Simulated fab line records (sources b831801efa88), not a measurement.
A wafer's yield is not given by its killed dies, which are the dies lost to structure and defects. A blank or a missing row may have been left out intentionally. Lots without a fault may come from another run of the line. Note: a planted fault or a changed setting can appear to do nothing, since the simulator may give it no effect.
Matching of chambers -- flow sky130 -- rie_si-02 running SKY_POLY_GATE_ETCH_17: 4 sister chambers
The step etches poly-Si in HBr/Cl2, stops on SiO2, target depth 180 nm, time 70.5 s. 4 wafers are shown with their chamber, then 12 later ones without.

== WAFERS PAIRED WITH THEIR CHAMBERS ==
wafer,chamber,drypump_motor_current_A (A)
L084.6,1,6.2
L088.1,2,6.1
L088.3,0,5.0
L088.4,3,5.7

== WAFERS WHOSE CHAMBER IS MISSING ==
wafer,drypump_motor_current_A (A)
L090.2,6.1
L090.4,6.1
L090.6,5.1
L092.1,6.2
L092.4,5.1
L092.5,5.7
L094.1,5.7
L094.4,6.1
L094.5,5.7
L096.1,5.7
L096.2,5.1
L096.4,6.1

== WHICH CHAMBER EACH WENT THROUGH ==
wafer,from the rows above,in truth
L090.2,2,2
L090.4,2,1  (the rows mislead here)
L090.6,0,0
L092.1,1,1
L092.4,0,0
L092.5,3,3
L094.1,3,3
L094.4,2,2
L094.5,3,3
L096.1,3,3
L096.2,0,0
L096.4,2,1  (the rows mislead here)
10 of 12 placed correctly. Can't be placed from these rows: 0. Placed wrongly: 2.
How it was worked out, from the rows above alone: a wafer's distance from a chamber is the root of the sum, over the readings, of the square of ((its reading less the chamber's mean) divided by the reading's scatter). If the next closest chamber is less than 2 further off than the closest, the wafer can't be placed; otherwise it belongs to the closest. The mean given for a chamber averages the wafers shown for that chamber. The scatter (one wafer shown for each chamber): square how far every hidden wafer sits from the nearest shown wafer, average those squares and take the square root.
